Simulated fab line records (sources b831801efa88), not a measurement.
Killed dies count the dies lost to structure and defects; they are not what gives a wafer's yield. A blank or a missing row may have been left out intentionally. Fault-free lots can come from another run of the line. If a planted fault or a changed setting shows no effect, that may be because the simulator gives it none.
fab line records -- flow gf180mcu -- part 1 of 2: steps 1 to 28 of 38
[record] lots = 5, wafers = 15, last-day = 33
route steps=602 shown V1@348 M2@362 V2@382
lots that met no fault: taken from a fault-free run of the same line
start-h: hours from the record's opening day to when the first of the lot's shown wafers began -- wait-h: time in hours since the lot's previous step -- " same as the row above -- L1.1+2: one row covering several wafers at once -- - either no value or no given start -- * or withheld: withheld -- < > ~ a bound
route shown NAME@n: a module of which the file shows steps, and the number in the route of the first -- usual: mean/standard deviation of fault-free wafers -- same: alike in all rows -- chamber/n: place in a boat -- sites: readings site by site -- _std_site: the values' standard deviation -- _edge_site: inner sites' mean taken away from outer sites' mean -- radius-mm: how far each site lies from the wafer's centre -- mask NAME#n: copy n -- behind: the tool/chamber that last shaped the wafer -- hold: why the lot went on hold/how many hours it stayed there/how the hold came to an end -- device: whichever transistor did not switch (one of n, p or np) -- end of line: tests of these same wafers at the route's end -- where a step has no rows: the recipe by itself -- killed: dies lost to structure and defects at the first sort, not the wafer's yield -- map: shows each die of a wafer: x if killed, . if not, _ if none is there
set.NAME: the setting the step ran with; set.NAME@STEP: the setting that earlier step ran with -- model.NAME: the simulator's own value behind a step, which no gauge read
a table for each step, a row for each wafer; lots at some steps of the route
services: the hour from which a tool's chamber was out of use, counted from the record's first day as start-h (under 0 if before that day), plus the number of hours and why
[[steps]]
[step GF_V1_DEVELOP_13]
[recipe] develop-time-s = 60, resist = KrF, dev-temp-c = 21
lot.wafer,tool,chamber,start-h,wait-h
L077.4+5+6,litho-track-03,0,438.34,0.1
L079.2+3+4,litho-track-01,0,459.44,0.2
L081.2+3+5,litho-track-04,0,472.43,0.2
L084.1+4+6,litho-track-03,0,502.71,0.2
L092.2+3+4,litho-track-04,0,565.83,0.2
[step GF_V1_CD_MEAS_14]
[recipe] target-cd-nm = 260
[usual] cd-nm = 260.3/1.2
lot.wafer,tool,chamber,start-h,wait-h,cd-nm
L077.4,cd-sem-01,-,438.47,0.1,260.2
L077.5,cd-sem-01,-,438.47,0.1,259.9
L077.6,cd-sem-01,-,438.47,0.1,260.1
L079.2,cd-sem-01,-,459.58,0.1,260.2
L079.3,cd-sem-01,-,459.58,0.1,260.9
L079.4,cd-sem-01,-,459.58,0.1,258.1
L081.2,cd-sem-02,-,472.58,0.1,260.0
L081.3,cd-sem-02,-,472.58,0.1,262.1
L081.5,cd-sem-02,-,472.58,0.1,261.3
L084.1,cd-sem-01,-,502.86,0.1,261.1
L084.4,cd-sem-01,-,502.86,0.1,261.8
L084.6,cd-sem-01,-,502.86,0.1,261.4
L092.2,cd-sem-01,-,565.98,0.1,259.3
L092.3,cd-sem-01,-,565.98,0.1,259.7
L092.4,cd-sem-01,-,565.98,0.1,261.3
[step GF_V1_OVL_MEAS_15]
[usual] V1_OVL = -1/4.7
lot.wafer,tool,chamber,start-h,wait-h,V1_OVL[nm]
L077.4,overlay-02,-,438.55,0.1,-4
L077.5,overlay-02,-,438.55,0.1,-7
L077.6,overlay-02,-,438.55,0.1,-12
L079.2,overlay-02,-,459.69,0.1,2
L079.3,overlay-02,-,459.69,0.1,-6
L079.4,overlay-02,-,459.69,0.1,-6
L081.2,overlay-02,-,472.68,0.1,2
L081.3,overlay-02,-,472.68,0.1,6
L081.5,overlay-02,-,472.68,0.1,-2
L084.1,overlay-01,-,502.98,0.1,7
L084.4,overlay-01,-,502.98,0.1,1
L084.6,overlay-01,-,502.98,0.1,-3
L092.2,overlay-02,-,566.08,0.1,-4
L092.3,overlay-02,-,566.08,0.1,-2
L092.4,overlay-02,-,566.08,0.1,-1
[step GF_V1_ETCH_16]
[recipe] chemistry = N2/H2, target-depth-a = withheld, overetch-a = withheld, time-s = withheld, target = BARC, ion-energy-ev = 200, source-w = 500, bias-w = 100, pressure-mtorr = 30, n2-flow-sccm = 100, h2-flow-sccm = 200
[usual] chamber-pressure-mTorr = 29.999/0.026, drypump-motor-current-A = 5.7/0.36, n2-flow-sccm = 99.95/0.29, oes-product-au = 0.855/0.0047, throttle-valve-pct = 13.223/0.0088
lot.wafer,tool,chamber,start-h,wait-h,chamber-pressure-mTorr,drypump-motor-current-A,n2-flow-sccm,oes-product-au,throttle-valve-pct
L077.4,rie-diel-02,0,438.59,0.0,29.996,5.4,99.73,0.856,13.223
L077.5,rie-diel-02,2,438.59,0.0,30.043,5.4,100.43,0.853,13.214
L077.6,rie-diel-02,3,438.59,0.0,29.998,5.6,99.74,0.856,13.222
L079.2,rie-diel-01,0,459.72,0.0,29.999,5.4,100.22,0.864,13.228
L079.3,rie-diel-01,1,459.72,0.0,30.000,5.8,100.10,0.857,13.218
L079.4,rie-diel-01,2,459.72,0.0,29.987,5.6,99.73,0.863,13.220
L081.2,rie-diel-01,1,472.71,0.0,29.977,5.8,100.00,0.855,13.230
L081.3,rie-diel-01,2,472.71,0.0,30.034,5.6,99.97,0.856,13.235
L081.5,rie-diel-01,3,472.71,0.0,29.982,5.9,99.85,0.859,13.227
L084.1,rie-diel-02,0,503.02,0.0,29.996,5.4,99.60,0.848,13.225
L084.4,rie-diel-02,2,503.02,0.0,30.045,5.4,99.93,0.862,13.231
L084.6,rie-diel-02,1,503.02,0.0,29.995,5.6,99.97,0.859,13.212
L092.2,rie-diel-03,3,566.11,0.0,29.992,5.0,99.93,0.859,13.221
L092.3,rie-diel-03,0,566.11,0.0,29.985,5.8,99.57,0.858,13.211
L092.4,rie-diel-03,2,566.11,0.0,30.059,6.5,99.43,0.852,13.223
[step GF_V1_ETCH_17]
[recipe] chemistry = C4F8/O2/Ar, mask-material = KrF, target = SiO2, stop-on = TiN, source-w = 1500, bias-w = 1200, pressure-mtorr = 40, c4f8-flow-sccm = withheld, O2_flow_sccm = 6, Ar_flow_sccm = 300, time-s = withheld, target-depth-a = 6300
[usual] chamber-pressure-mTorr = 40.00/0.036, oes-product-au = 0.856/0.0049
lot.wafer,tool,chamber,start-h,wait-h,chamber-pressure-mTorr,oes-product-au
L077.4,rie-diel-02,0,-,-,40.05,0.862
L077.5,rie-diel-02,2,-,-,39.97,0.859
L077.6,rie-diel-02,3,-,-,39.99,0.855
L079.2,rie-diel-01,0,-,-,40.06,0.856
L079.3,rie-diel-01,1,-,-,40.00,0.854
L079.4,rie-diel-01,2,-,-,39.99,0.846
L081.2,rie-diel-01,1,-,-,40.00,0.861
L081.3,rie-diel-01,2,-,-,39.99,0.853
L081.5,rie-diel-01,3,-,-,40.03,0.862
L084.1,rie-diel-02,0,-,-,40.03,0.858
L084.4,rie-diel-02,2,-,-,39.97,0.856
L084.6,rie-diel-02,1,-,-,39.98,0.861
L092.2,rie-diel-03,3,-,-,39.98,0.860
L092.3,rie-diel-03,0,-,-,39.96,0.858
L092.4,rie-diel-03,2,-,-,39.99,0.850
[step GF_V1_STRIP_18]
[recipe] chemistry = O2/N2, power-w = 1400, pressure-mtorr = 1500, platen-temp-c = 250, o2-flow-sccm = 3000, n2-flow-sccm = 300, overash-fraction = 0.5
[usual] chamber-pressure-mTorr = 1500.0/1.3, drypump-motor-current-A = 5.7/0.36, heater-power-w = 347/22, n2-flow-sccm = 300.1/0.88, oes-product-au = 0.592/0.0047
lot.wafer,tool,chamber,start-h,wait-h,chamber-pressure-mTorr,drypump-motor-current-A,heater-power-w,n2-flow-sccm,oes-product-au,rf-hours-counter-h
L077.4,plasma-asher-04,0,438.73,-,1498.6,5.9,391,299.0,0.593,-
L077.5,plasma-asher-04,1,438.73,-,1499.9,5.2,369,301.0,0.588,-
L077.6,plasma-asher-04,0,438.73,-,1499.1,6.0,375,300.2,0.590,-
L079.2,plasma-asher-03,1,459.85,-,1500.0,5.4,333,300.1,0.594,62
L079.3,plasma-asher-03,1,459.85,-,1499.9,5.4,340,300.3,0.585,-
L079.4,plasma-asher-03,0,459.85,-,1498.7,5.7,331,301.0,0.590,-
L081.2,plasma-asher-03,0,472.84,-,1499.7,5.7,331,300.2,0.584,64
L081.3,plasma-asher-03,0,472.84,-,1499.8,5.7,328,300.4,0.595,-
L081.5,plasma-asher-03,1,472.84,-,1500.2,5.4,341,299.9,0.597,-
L084.1,plasma-asher-03,1,503.15,-,1499.5,5.4,340,300.0,0.587,67
L084.4,plasma-asher-03,1,503.15,-,1500.8,5.4,341,300.4,0.587,-
L084.6,plasma-asher-03,0,503.15,-,1499.4,5.7,329,301.6,0.579,-
L092.2,plasma-asher-03,0,566.24,-,1501.9,5.7,335,300.4,0.591,73
L092.3,plasma-asher-03,1,566.24,-,1499.5,5.4,337,297.4,0.587,-
L092.4,plasma-asher-03,0,566.24,-,1500.5,5.7,328,298.4,0.592,-
[step GF_V1_STRIP_19]
[recipe] chemistry = post-etch-residue-remover, time-s = 1200, temp-c = 72.5
lot.wafer,tool,chamber,start-h,wait-h
L077.4+5+6,wet-bench-02,3,438.80,0.0
L079.2+3+4,wet-bench-04,2,459.95,0.1
L081.2+3+5,wet-bench-02,3,472.94,0.1
L084.1+4+6,wet-bench-04,2,503.25,0.1
L092.2+3+4,wet-bench-04,3,566.34,0.1
[step GF_V1_CLEAN_20]
[recipe] chemistry = DIW, dry = n2-spin
lot.wafer,tool,chamber,start-h,wait-h
L077.4+5+6,wet-bench-03,2,439.14,0.0
L079.2+3+4,wet-bench-02,3,460.29,0.0
L081.2+3+5,wet-bench-03,1,473.31,0.0
L084.1+4+6,wet-bench-03,0,503.59,0.0
L092.2+3+4,wet-bench-03,2,566.68,0.0
[step GF_V1_SPUTTER_21]
[recipe] material = Ti, target-thk-nm = 15, chamber-pressure-pa = 5, power-w = 2500, substrate-temp-c = 200, time-s = 80.02
[usual] throttle-valve-pct = 29.8/1.1
lot.wafer,tool,chamber,start-h,wait-h,throttle-valve-pct
L077.4,pvd-sputter-03,-,439.23,0.0,27.7
L077.5,pvd-sputter-03,-,439.23,0.0,30.5
L077.6,pvd-sputter-03,-,439.23,0.0,29.9
L079.2,pvd-sputter-03,-,460.38,0.0,29.9
L079.3,pvd-sputter-03,-,460.38,0.0,30.1
L079.4,pvd-sputter-03,-,460.38,0.0,31.4
L081.2,pvd-sputter-03,-,473.41,0.0,27.6
L081.3,pvd-sputter-03,-,473.41,0.0,29.9
L081.5,pvd-sputter-03,-,473.41,0.0,27.6
L084.1,pvd-sputter-03,-,503.71,0.0,27.6
L084.4,pvd-sputter-03,-,503.71,0.0,30.3
L084.6,pvd-sputter-03,-,503.71,0.0,30.1
L092.2,pvd-sputter-04,-,566.77,0.0,30.1
L092.3,pvd-sputter-04,-,566.77,0.0,30.5
L092.4,pvd-sputter-04,-,566.77,0.0,30.7
[step GF_V1_SPUTTER_22]
[recipe] material = TiN, target-thk-nm = 10, chamber-pressure-pa = 5, power-w = 4000, time-s = 40
[usual] throttle-valve-pct = 29.8/1.1
lot.wafer,tool,chamber,start-h,wait-h,throttle-valve-pct
L077.4,pvd-sputter-03,-,439.29,0.0,27.4
L077.5,pvd-sputter-03,-,439.29,0.0,30.5
L077.6,pvd-sputter-03,-,439.29,0.0,29.9
L079.2,pvd-sputter-03,-,460.44,0.0,30.0
L079.3,pvd-sputter-03,-,460.44,0.0,30.2
L079.4,pvd-sputter-03,-,460.44,0.0,31.3
L081.2,pvd-sputter-03,-,473.47,0.0,27.4
L081.3,pvd-sputter-03,-,473.47,0.0,30.2
L081.5,pvd-sputter-03,-,473.47,0.0,27.3
L084.1,pvd-sputter-03,-,503.77,0.0,27.6
L084.4,pvd-sputter-03,-,503.77,0.0,30.0
L084.6,pvd-sputter-03,-,503.77,0.0,30.0
L092.2,pvd-sputter-04,-,566.84,0.0,30.0
L092.3,pvd-sputter-04,-,566.84,0.0,30.6
L092.4,pvd-sputter-04,-,566.84,0.0,30.5
[step GF_V1_CVD_23]
[recipe] material = W, target-thk-nm = 350, time-s = 105.05, temp-c = 400, pressure-torr = 40
[usual] heater-power-w = 881/180
lot.wafer,tool,chamber,start-h,wait-h,heater-power-w
L077.4,cvd-w-02,0,439.37,0.1,1127
L077.5,cvd-w-02,0,439.37,0.1,1095
L077.6,cvd-w-02,1,439.37,0.1,759
L079.2,cvd-w-02,0,460.48,0.0,1133
L079.3,cvd-w-02,1,460.48,0.0,755
L079.4,cvd-w-02,0,460.48,0.0,1088
L081.2,cvd-w-02,1,473.51,0.0,744
L081.3,cvd-w-02,0,473.51,0.0,1128
L081.5,cvd-w-02,0,473.51,0.0,1117
L084.1,cvd-w-02,0,503.81,0.0,1114
L084.4,cvd-w-02,1,503.81,0.0,758
L084.6,cvd-w-02,1,503.81,0.0,761
L092.2,cvd-w-02,0,566.87,0.0,1111
L092.3,cvd-w-02,0,566.87,0.0,1101
L092.4,cvd-w-02,1,566.87,0.0,739
[step GF_V1_RS_MEAS_24]
[recipe] thk-meas-gauge = four-point-probe, reads = W_of_V1_CVD_23+TiN_of_V1_SPUTTER_22+Ti_of_V1_SPUTTER_21
[usual] V1_W_RS = 0.320/0.0093
lot.wafer,tool,chamber,start-h,wait-h,V1_W_RS[ohm/sq]
L077.4,film-metro-01,-,439.50,0.1,0.325
L077.5,film-metro-01,-,439.50,0.1,0.319
L077.6,film-metro-01,-,439.50,0.1,0.306
L079.2,film-metro-01,-,460.61,0.1,0.320
L079.3,film-metro-01,-,460.61,0.1,0.305
L079.4,film-metro-01,-,460.61,0.1,0.323
L081.2,film-metro-02,-,473.64,0.1,0.309
L081.3,film-metro-02,-,473.64,0.1,0.327
L081.5,film-metro-02,-,473.64,0.1,0.324
L084.1,film-metro-02,-,503.92,0.1,0.322
L084.4,film-metro-02,-,503.92,0.1,0.308
L084.6,film-metro-02,-,503.92,0.1,0.310
L092.2,film-metro-03,-,567.01,0.1,0.319
L092.3,film-metro-03,-,567.01,0.1,0.321
L092.4,film-metro-03,-,567.01,0.1,0.309
[step GF_V1_THK_MEAS_25]
[recipe] thk-meas-gauge = xrf, reads = W_of_V1_CVD_23
[usual] V1_W_THK = 363/11
lot.wafer,tool,chamber,start-h,wait-h,V1_W_THK[nm]
L077.4,film-metro-01,-,439.59,0.1,358
L077.5,film-metro-01,-,439.59,0.1,361
L077.6,film-metro-01,-,439.59,0.1,379
L079.2,film-metro-01,-,460.72,0.1,359
L079.3,film-metro-01,-,460.72,0.1,376
L079.4,film-metro-01,-,460.72,0.1,354
L081.2,film-metro-02,-,473.75,0.1,376
L081.3,film-metro-02,-,473.75,0.1,356
L081.5,film-metro-02,-,473.75,0.1,360
L084.1,film-metro-02,-,504.04,0.1,358
L084.4,film-metro-02,-,504.04,0.1,377
L084.6,film-metro-02,-,504.04,0.1,374
L092.2,film-metro-03,-,567.12,0.1,366
L092.3,film-metro-03,-,567.12,0.1,367
L092.4,film-metro-03,-,567.12,0.1,378
[step GF_V1_CMP_26]
[recipe] stop-on = SiO2, down-force-psi = 3.5, platen-rpm = 60, t-overpolish-s = 15, target-thk-nm = 0, pad-velocity-m-s = 0.94248
[usual] motor-current-A = 11.0/0.84, overpolish-run-s = 15.000/0.0098, time-to-endpoint-s = 86/3.8
lot.wafer,tool,chamber,start-h,wait-h,motor-current-A,overpolish-run-s,time-to-endpoint-s
L077.4,cmp-02,3,439.62,0.0,11.8,15.008,86
L077.6,cmp-02,3,439.62,0.0,11.9,15.001,93
L077.5,cmp-02,0,439.62,0.0,11.0,14.992,90
L079.4,cmp-01,2,460.77,0.0,11.3,15.002,83
L079.2,cmp-01,3,460.77,0.0,11.8,14.983,89
L079.3,cmp-01,1,460.77,0.0,10.9,14.999,84
L081.2,cmp-01,0,473.80,0.0,11.0,15.011,86
L081.3,cmp-01,1,473.80,0.0,11.0,15.010,81
L081.5,cmp-01,1,473.80,0.0,10.7,15.001,83
L084.4,cmp-02,1,504.15,0.1,11.3,15.008,92
L084.1,cmp-02,2,504.15,0.1,9.1,15.013,86
L084.6,cmp-02,1,504.15,0.1,10.9,15.004,88
L092.4,cmp-01,0,567.17,0.0,10.4,14.998,85
L092.3,cmp-01,2,567.17,0.0,11.4,14.997,85
L092.2,cmp-01,3,567.17,0.0,11.3,15.003,86
[step GF_M2_SPUTTER_00]
[recipe] material = Ti, target-thk-nm = 37.5, arriving-ion-energy-ev = 80, substrate-temp-c = 200, chamber-pressure-pa = 2, power-w = 4000, time-s = 150
[usual] throttle-valve-pct = 29.8/0.85
lot.wafer,tool,chamber,start-h,wait-h,throttle-valve-pct
L077.4,pvd-sputter-02,-,439.92,0.2,29.3
L077.5,pvd-sputter-02,-,439.92,0.2,30.9
L077.6,pvd-sputter-02,-,439.92,0.2,30.0
L079.2,pvd-sputter-01,-,461.07,0.2,30.5
L079.3,pvd-sputter-01,-,461.07,0.2,28.3
L079.4,pvd-sputter-01,-,461.07,0.2,30.7
L081.2,pvd-sputter-01,-,474.10,0.2,29.9
L081.3,pvd-sputter-01,-,474.10,0.2,28.2
L081.5,pvd-sputter-01,-,474.10,0.2,30.0
L084.1,pvd-sputter-02,-,504.40,0.1,29.4
L084.4,pvd-sputter-02,-,504.40,0.1,30.6
L084.6,pvd-sputter-02,-,504.40,0.1,29.9
L092.2,pvd-sputter-02,-,567.47,0.1,30.8
L092.3,pvd-sputter-02,-,567.47,0.1,29.4
L092.4,pvd-sputter-02,-,567.47,0.1,28.6
[step GF_M2_SPUTTER_01]
[recipe] material = TiN, target-thk-nm = 30, power-w = 6500, time-s = 25, chamber-pressure-pa = 0.4
[usual] throttle-valve-pct = 29.8/0.85
lot.wafer,tool,chamber,start-h,wait-h,throttle-valve-pct
L077.4,pvd-sputter-02,-,440.02,0.1,29.2
L077.5,pvd-sputter-02,-,440.02,0.1,30.8
L077.6,pvd-sputter-02,-,440.02,0.1,30.0
L079.2,pvd-sputter-01,-,461.17,0.1,30.3
L079.3,pvd-sputter-01,-,461.17,0.1,28.2
L079.4,pvd-sputter-01,-,461.17,0.1,30.9
L081.2,pvd-sputter-01,-,474.20,0.1,30.3
L081.3,pvd-sputter-01,-,474.20,0.1,28.5
L081.5,pvd-sputter-01,-,474.20,0.1,30.1
L084.1,pvd-sputter-02,-,504.50,0.1,29.3
L084.4,pvd-sputter-02,-,504.50,0.1,30.7
L084.6,pvd-sputter-02,-,504.50,0.1,30.1
L092.2,pvd-sputter-02,-,567.57,0.1,30.7
L092.3,pvd-sputter-02,-,567.57,0.1,29.6
L092.4,pvd-sputter-02,-,567.57,0.1,28.6
[step GF_M2_SPUTTER_02]
[recipe] material = AlCu, target-thk-nm = 450, power-w = 10600, time-s = 23.9, chamber-pressure-pa = 0.4
[usual] throttle-valve-pct = 29.8/0.83
lot.wafer,tool,chamber,start-h,wait-h,throttle-valve-pct
L077.4,pvd-sputter-02,-,440.05,0.0,29.2
L077.5,pvd-sputter-02,-,440.05,0.0,30.7
L077.6,pvd-sputter-02,-,440.05,0.0,30.0
L079.2,pvd-sputter-01,-,461.20,0.0,30.0
L079.3,pvd-sputter-01,-,461.20,0.0,28.2
L079.4,pvd-sputter-01,-,461.20,0.0,30.7
L081.2,pvd-sputter-01,-,474.23,0.0,30.2
L081.3,pvd-sputter-01,-,474.23,0.0,28.3
L081.5,pvd-sputter-01,-,474.23,0.0,30.1
L084.1,pvd-sputter-02,-,504.53,0.0,29.1
L084.4,pvd-sputter-02,-,504.53,0.0,30.7
L084.6,pvd-sputter-02,-,504.53,0.0,29.9
L092.2,pvd-sputter-02,-,567.60,0.0,30.8
L092.3,pvd-sputter-02,-,567.60,0.0,29.6
L092.4,pvd-sputter-02,-,567.60,0.0,29.0
[step GF_M2_SPUTTER_03]
[recipe] material = Ti, target-thk-nm = 10, substrate-temp-c = 300, chamber-pressure-pa = 0.3, power-w = 3000, time-s = 6.7
[usual] throttle-valve-pct = 29.8/0.82
lot.wafer,tool,chamber,start-h,wait-h,throttle-valve-pct
L077.4,pvd-sputter-02,-,440.08,0.0,29.4
L077.5,pvd-sputter-02,-,440.08,0.0,30.7
L077.6,pvd-sputter-02,-,440.08,0.0,30.0
L079.2,pvd-sputter-01,-,461.23,0.0,30.0
L079.3,pvd-sputter-01,-,461.23,0.0,28.3
L079.4,pvd-sputter-01,-,461.23,0.0,31.0
L081.2,pvd-sputter-01,-,474.26,0.0,30.1
L081.3,pvd-sputter-01,-,474.26,0.0,28.2
L081.5,pvd-sputter-01,-,474.26,0.0,30.2
L084.1,pvd-sputter-02,-,504.56,0.0,29.2
L084.4,pvd-sputter-02,-,504.56,0.0,30.6
L084.6,pvd-sputter-02,-,504.56,0.0,30.3
L092.2,pvd-sputter-02,-,567.63,0.0,30.9
L092.3,pvd-sputter-02,-,567.63,0.0,29.4
L092.4,pvd-sputter-02,-,567.63,0.0,28.7
[step GF_M2_SPUTTER_04]
[recipe] material = TiN, target-thk-nm = 50, power-w = 6500, time-s = 41.7, chamber-pressure-pa = 0.4
[usual] throttle-valve-pct = 29.8/0.84
lot.wafer,tool,chamber,start-h,wait-h,throttle-valve-pct
L077.4,pvd-sputter-02,-,440.10,0.0,29.5
L077.5,pvd-sputter-02,-,440.10,0.0,30.9
L077.6,pvd-sputter-02,-,440.10,0.0,30.0
L079.2,pvd-sputter-01,-,461.25,0.0,30.0
L079.3,pvd-sputter-01,-,461.25,0.0,28.3
L079.4,pvd-sputter-01,-,461.25,0.0,30.9
L081.2,pvd-sputter-01,-,474.28,0.0,30.4
L081.3,pvd-sputter-01,-,474.28,0.0,28.3
L081.5,pvd-sputter-01,-,474.28,0.0,30.0
L084.1,pvd-sputter-02,-,504.58,0.0,29.4
L084.4,pvd-sputter-02,-,504.58,0.0,30.7
L084.6,pvd-sputter-02,-,504.58,0.0,30.1
L092.2,pvd-sputter-02,-,567.65,0.0,30.7
L092.3,pvd-sputter-02,-,567.65,0.0,29.3
L092.4,pvd-sputter-02,-,567.65,0.0,28.9
[step GF_M2_RS_MEAS_05]
[recipe] thk-meas-gauge = four-point-probe, reads = TiN_of_M2_SPUTTER_04+Ti_of_M2_SPUTTER_03+AlCu_of_M2_SPUTTER_02+TiN_of_M2_SPUTTER_01+Ti_of_M2_SPUTTER_00
[usual] M2_ALCU_RS = 0.0694/0.00081
lot.wafer,tool,chamber,start-h,wait-h,M2_ALCU_RS[ohm/sq]
L077.4,film-metro-03,-,440.20,0.1,0.0701
L077.5,film-metro-03,-,440.20,0.1,0.0707
L077.6,film-metro-03,-,440.20,0.1,0.0708
L079.2,film-metro-03,-,461.31,0.0,0.0702
L079.3,film-metro-03,-,461.31,0.0,0.0703
L079.4,film-metro-03,-,461.31,0.0,0.0701
L081.2,film-metro-02,-,474.34,0.0,0.0687
L081.3,film-metro-02,-,474.34,0.0,0.0684
L081.5,film-metro-02,-,474.34,0.0,0.0685
L084.1,film-metro-03,-,504.62,0.0,0.0687
L084.4,film-metro-03,-,504.62,0.0,0.0693
L084.6,film-metro-03,-,504.62,0.0,0.0692
L092.2,film-metro-04,-,567.71,0.0,0.0701
L092.3,film-metro-04,-,567.71,0.0,0.0697
L092.4,film-metro-04,-,567.71,0.0,0.0695
[step GF_M2_THK_MEAS_06]
[recipe] thk-meas-gauge = xrf, reads = AlCu_of_M2_SPUTTER_02
[usual] M2_ALCU_THK = 452/5
lot.wafer,tool,chamber,start-h,wait-h,M2_ALCU_THK[nm]
L077.4,film-metro-03,-,440.29,0.1,448
L077.5,film-metro-03,-,440.29,0.1,445
L077.6,film-metro-03,-,440.29,0.1,444
L079.2,film-metro-03,-,461.42,0.1,445
L079.3,film-metro-03,-,461.42,0.1,446
L079.4,film-metro-03,-,461.42,0.1,448
L081.2,film-metro-02,-,474.45,0.1,454
L081.3,film-metro-02,-,474.45,0.1,457
L081.5,film-metro-02,-,474.45,0.1,456
L084.1,film-metro-03,-,504.74,0.1,459
L084.4,film-metro-03,-,504.74,0.1,454
L084.6,film-metro-03,-,504.74,0.1,455
L092.2,film-metro-04,-,567.82,0.1,449
L092.3,film-metro-04,-,567.82,0.1,451
L092.4,film-metro-04,-,567.82,0.1,451
[step GF_M2_DEHYDRATE_07]
[recipe] temp-c = 200, time-s = 60
lot.wafer,tool,chamber,start-h,wait-h
L077.4+5+6,litho-track-04,0,451.63,11.3
L079.2+3+4,litho-track-02,0,472.74,11.3
L081.2+3+5,litho-track-04,0,485.63,11.2
L084.1+4+6,litho-track-02,0,516.11,11.4
L092.2+3+4,litho-track-04,0,578.13,10.3
[step GF_M2_HMDS_08]
[recipe] prime-time-s = 60, prime-temp-c = 120
lot.wafer,tool,chamber,start-h,wait-h
L077.4+5+6,litho-track-04,0,451.78,0.1
L079.2+3+4,litho-track-02,0,472.89,0.1
L081.2+3+5,litho-track-04,0,485.78,0.1
L084.1+4+6,litho-track-02,0,516.26,0.1
L092.2+3+4,litho-track-04,0,578.28,0.1
[step GF_M2_COAT_09]
[recipe] resist = KrF, spin-rpm = withheld, resist-thk-nm = 1000
lot.wafer,tool,chamber,start-h,wait-h
L077.4+5+6,litho-track-04,0,451.93,0.1
L079.2+3+4,litho-track-02,0,473.04,0.1
L081.2+3+5,litho-track-04,0,485.93,0.1
L084.1+4+6,litho-track-02,0,516.41,0.1
L092.2+3+4,litho-track-04,0,578.43,0.1
[step GF_M2_SOFTBAKE_10]
[recipe] temp-c = 130, time-s = 60, resist = KrF
lot.wafer,tool,chamber,start-h,wait-h
L077.4+5+6,litho-track-04,0,452.08,0.1
L079.2+3+4,litho-track-02,0,473.19,0.1
L081.2+3+5,litho-track-04,0,486.08,0.1
L084.1+4+6,litho-track-02,0,516.56,0.1
L092.2+3+4,litho-track-04,0,578.58,0.1
[step GF_M2_EXPOSE_11]
[recipe] mask-id = Metal2, target-cd-nm = 280, na = 0.68, source-shape = conventional, sigma-outer = 0.6, dose-mj = 28
[same] na = 0.68
lot.wafer,tool,chamber,start-h,wait-h,mask
L077.4+5+6,krf-scanner-01,0,-,-,Metal2#0
L079.2+3+4,krf-scanner-01,0,-,-,Metal2#0
L081.2+3+5,krf-scanner-01,0,-,-,Metal2#0
L084.1+4+6,krf-scanner-02,0,-,-,Metal2#0
L092.2+3+4,krf-scanner-01,0,-,-,Metal2#0
[step GF_M2_PEB_12]
[recipe] peb-temp-c = 135, peb-time-s = 90, resist = KrF
[same] peb-time-s = 90
lot.wafer,tool,chamber,start-h,wait-h
L077.4+5+6,litho-track-04,0,-,-
L079.2+3+4,litho-track-02,0,-,-
L081.2+3+5,litho-track-03,0,-,-
L084.1+4+6,litho-track-02,0,-,-
L092.2+3+4,litho-track-04,0,-,-
[step GF_M2_DEVELOP_13]
[recipe] develop-time-s = 60, dev-temp-c = 21
lot.wafer,tool,chamber,start-h,wait-h
L077.4+5+6,litho-track-04,0,464.43,0.1
L079.2+3+4,litho-track-02,0,484.99,0.2
L081.2+3+5,litho-track-03,0,497.94,0.2
L084.1+4+6,litho-track-02,0,527.81,0.2
L092.2+3+4,litho-track-04,0,589.03,0.2
